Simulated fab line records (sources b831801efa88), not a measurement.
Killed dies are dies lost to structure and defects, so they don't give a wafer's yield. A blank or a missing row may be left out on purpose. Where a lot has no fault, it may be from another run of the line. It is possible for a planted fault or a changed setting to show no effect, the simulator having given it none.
A lot that was struck, set against a sound lot | flow sky130 | 15 steps out of a route of 708
Sound: these wafers, L624.1, L624.2, L624.4. Struck: wafers L632.2, L632.3, L632.5. At the end, the cause is stated.
For every step that has rows: the tool of each side, followed by ch and its chambers, followed by its first start. Under that, the readings that differ: sound wafers | struck wafers | difference of the means | sigmas: that difference in standard deviations of wafers without a fault.
alike: words and numbers the same on both sides, and readings whose means are apart by under 2 such deviations; not compared: readings that were withheld, readings missing a value for some wafer, numbers with overlapping values and no deviation given by the record, and bounds like >300 which may hide the same value.
Wherever a step has rows on one side only, a row that says differs or no value, or a row with sigmas, the two part there. When numbers do not overlap yet have no deviation, they are printed without sigmas and do not part them. A reading missing from all wafers of one side parts the sides only when that side holds two or more wafers.

first, 1 step without rows for these wafers: SKY_METAL5_CLEAN_19 (cleans in O3/DIW).
SKY_PASSIVATION_CVD_00: deposits SiO2, target thk 90 nm.
  sound on pecvd-04 ch 0,1,2, day 44 00:03; struck on pecvd-02 ch 0,2, day 46 04:56
  alike: heaterPowerW
SKY_PASSIVATION_THK_MEAS_01:
  sound on filmMetro-04 at day 44 00:04; struck on filmMetro-04 at day 46 04:58
  alike: PASSIVATION_CVD_00_THK
SKY_PASSIVATION_CVD_02: deposits Si3N4, target thk 540 nm.
  sound on pecvd-01 ch 0,1,2, day 44 00:08; struck on pecvd-01 ch 1,2, day 46 05:01
  alike: heaterPowerW
SKY_PASSIVATION_THK_MEAS_03:
  sound on filmMetro-04 at day 44 00:21; struck on filmMetro-03 at day 46 05:14
  alike: PASSIVATION_CVD_02_THK
then, 7 steps without rows for these wafers: SKY_PASSIVATION_DEHYDRATE_04 (time 60 s); SKY_PASSIVATION_HMDS_05 (prime time 60 s); SKY_PASSIVATION_COAT_06 (resist thk 3000 nm); SKY_PASSIVATION_SOFTBAKE_07; SKY_PASSIVATION_EXPOSE_08 (exposes mask NSM, target cd 3000 nm); SKY_PASSIVATION_PEB_09; SKY_PASSIVATION_DEVELOP_10 (develop time 60 s).
SKY_PASSIVATION_ETCH_11: etches the open film in CF4/O2, stops on AlCu, target depth 725 nm, time 161.1 s.
  sound on rieDiel-02 ch 1,2,3, day 44 22:46; struck on rieDiel-01 ch 0,1,2, day 47 01:34
reading   | sound             | struck            | difference | sigmas
biasW (W) | 149.7 150.3 149.4 | 165.9 165.8 166.4 | +16.2      | +38
  alike: O2_flow_sccm, drypumpMotorCurrentA, oesProductAu, throttleValvePct
  not compared: rfHoursCounterH
SKY_PASSIVATION_STRIP_12: strips in O2/N2.
  sound on plasmaAsher-03 ch 0,1, day 44 22:52; struck on plasmaAsher-02 ch 0,1, day 47 01:40
  alike: drypumpMotorCurrentA, oesProductAu, stripTimeToEndpointS
  not compared: rfHoursCounterH
SKY_PAD_OPEN_PROBE_99:
  sound on prober-02 at day 45 22:47; struck on prober-02 at day 47 23:35
reading                | sound          | struck         | difference | sigmas
defectLimitedYield (%) | 86.0 83.1 86.4 | 83.5 82.3 78.3 | -3.8       | -2
killedAtContacts       | 18 20 19       | 28 27 35       | +11        | +2
killedDies             | 69 83 67       | 81 87 107      | +19        | +2
sortNPass              | 423 409 425    | 411 405 385    | -19        | -2
sortYieldPct (%)       | 86.0 83.1 86.4 | 83.5 82.3 78.3 | -3.8       | -2
  alike: killed_at_M0_to_M3, killed_at_M4_up, killedAtFrontEnd, killedAtOther, killedOpen, killedShort, sort_bin_3_pad_short, sort_bin_5_function, sort_bin_6_memory

## WHERE THEY PART
First at SKY_PASSIVATION_ETCH_11; last, within this record, at SKY_PAD_OPEN_PROBE_99.

WHY: the cause the simulator had injected
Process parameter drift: rieDiel-01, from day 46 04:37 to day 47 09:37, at SKY_PASSIVATION_ETCH_11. A move of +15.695 in setting biasW, from 150. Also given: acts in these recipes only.
